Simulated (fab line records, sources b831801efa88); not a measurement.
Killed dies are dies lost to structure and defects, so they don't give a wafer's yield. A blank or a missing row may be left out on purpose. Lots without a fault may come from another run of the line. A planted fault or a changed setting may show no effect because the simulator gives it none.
A struck lot beside a sound one | flow sky130 | 27 steps out of a route of 708
Sound: wafers L389.3, L389.5, L389.6. Struck: wafers L376.1, L376.2, L376.4. The cause comes at the end.
At each step with rows: each side's tool, then ch and its chambers, then its first start. Under that, the readings that differ: sound wafers | struck wafers | difference of the means | sigmas: that difference in standard deviations of wafers without a fault.
alike: readings whose means differ by less than 2 such deviations, and words and numbers that are the same on both sides. not compared: withheld readings, readings that some wafer has no value for, bounds like >300 that may hide the same value, and numbers for which the record gives no deviation and whose values overlap.
The two part at a step that has a row with sigmas, a row that says differs or no value, or rows on one side only. Numbers that don't overlap but have no deviation are shown without sigmas and don't part them. A reading that every wafer of one side lacks parts them only if that side has two wafers or more.

first, 5 steps without rows for these wafers: SKY_GATE_OXIDE_COAT_05 (resist thk 1140 nm); SKY_GATE_OXIDE_SOFTBAKE_06 (time 60 s); SKY_GATE_OXIDE_EXPOSE_07 (exposes mask LVOM, target cd 600 nm); SKY_GATE_OXIDE_PEB_08; SKY_GATE_OXIDE_DEVELOP_09 (develop time 60 s).
SKY_GATE_OXIDE_OVL_MEAS_10:
  sound on overlay-02, day 19 02:15; struck on overlay-01, day 14 07:53
  alike: GATE_OXIDE_OVL
then, 2 steps without rows for these wafers: SKY_GATE_OXIDE_IMPLANT_11; SKY_GATE_OXIDE_WET_ETCH_12 (etches SiO2 in dHF, target depth 16.8 nm, time 336 s).
SKY_GATE_OXIDE_STRIP_13: strips in O2/N2.
  sound on plasma_asher-03 ch 0,1, day 19 02:33; struck on plasma_asher-01 ch 0,1, day 14 08:10
  alike: drypump_motor_current_A, oes_product_au, strip_time_to_endpoint_s
  not compared: rf_hours_counter_h
SKY_GATE_OXIDE_TW_MEAS_14:
  sound on film_metro-02, day 19 02:38; struck on film_metro-01, day 14 08:16
  alike: GATE_OXIDE_TW
then, 2 steps without rows for these wafers: SKY_GATE_OXIDE_CLEAN_15 (cleans in SC1/SC2, time 150 s); SKY_GATE_OXIDE_OXIDATION_16 (stabilise 600 s, purge 300 s, target thk 3.57 nm).
SKY_POLY_GATE_CVD_00: deposits poly-Si, target thk 180 nm, time 720 s.
  sound on lpcvd-01 ch 1, day 19 04:54; struck on lpcvd-01 ch 1, day 14 10:38
  reading                                       | sound             | struck        | difference | sigmas
  model.poly-Si_of_POLY_GATE_CVD_00.thk_nm (nm) | 180.1 179.4 181.4 | 187 186 186.5 | +6         |
  alike: pressure_mtorr, spike_tc_lower_C
SKY_POLY_GATE_THK_MEAS_01:
  sound on film_metro-01, day 19 06:07; struck on film_metro-04, day 14 12:26
  reading                   | sound             | struck            | difference | sigmas
  POLY_GATE_CVD_00_THK (nm) | 180.2 179.4 181.4 | 187.0 185.9 186.6 | +6.2       | +3
then, 8 steps without rows for these wafers: SKY_RES_PROTECT_DEHYDRATE_00 (time 60 s); SKY_RES_PROTECT_HMDS_01 (prime time 60 s); SKY_RES_PROTECT_COAT_02 (resist thk 1140 nm); SKY_RES_PROTECT_SOFTBAKE_03 (time 60 s); SKY_RES_PROTECT_EXPOSE_04 (exposes mask RPM, target cd 1270 nm); SKY_RES_PROTECT_PEB_05; SKY_RES_PROTECT_DEVELOP_06 (develop time 60 s); SKY_POLY_GATE_IMPLANT_02.
SKY_RES_PROTECT_STRIP_07: strips in O2/N2.
  sound on plasma_asher-03 ch 0,1, day 20 13:27; struck on plasma_asher-03 ch 0,1, day 15 14:49
  alike: drypump_motor_current_A, oes_product_au, strip_time_to_endpoint_s
  not compared: rf_hours_counter_h
SKY_RES_PROTECT_TW_MEAS_08:
  sound on film_metro-02, day 20 13:32; struck on film_metro-03, day 15 14:55
  alike: POLY_GATE_TW
SKY_RES_PROTECT_CLEAN_09: cleans in SC1/SC2, time 150 s.
  sound on wet_bench-02 ch 2, day 20 13:35; struck on wet_bench-03 ch 0, day 15 14:59
  reading                                       | sound             | struck            | difference | sigmas
  model.poly-Si_of_POLY_GATE_CVD_00.thk_nm (nm) | 179.5 178.7 180.7 | 186.4 185.4 185.9 | +6.3       |
then, 1 step without rows for these wafers: SKY_POLY_GATE_CVD_03 (deposits Si3N4 from DCS/NH3, target thk 75 nm, time 1290 s).
-- the record jumps here: 31 days lie between the struck wafers' starts before and after (it left off in module POLY_GATE and takes up again in module PAD_OPEN, whose first step shown is number 708 of the route) --
SKY_PAD_OPEN_PROBE_99:
  sound on prober-02, day 49 08:41; struck on prober-01, day 46 07:42
  reading                        | sound             | struck           | difference | sigmas
  model.etest.res_poly.rs_ohm_sq | 48.77 49.29 48.45 | 48.18 47.5 48.37 | -0.82      |
  not compared: model.etest.res_high_po.rs_ohm_sq, model.etest.cap_li_to_poly.c_af_um2

WHERE THEY PART
Only at SKY_POLY_GATE_THK_MEAS_01, within this record. Later steps at which nothing parts them and some readings are alike: SKY_RES_PROTECT_STRIP_07, SKY_RES_PROTECT_TW_MEAS_08.

WHY: what the simulator had put in
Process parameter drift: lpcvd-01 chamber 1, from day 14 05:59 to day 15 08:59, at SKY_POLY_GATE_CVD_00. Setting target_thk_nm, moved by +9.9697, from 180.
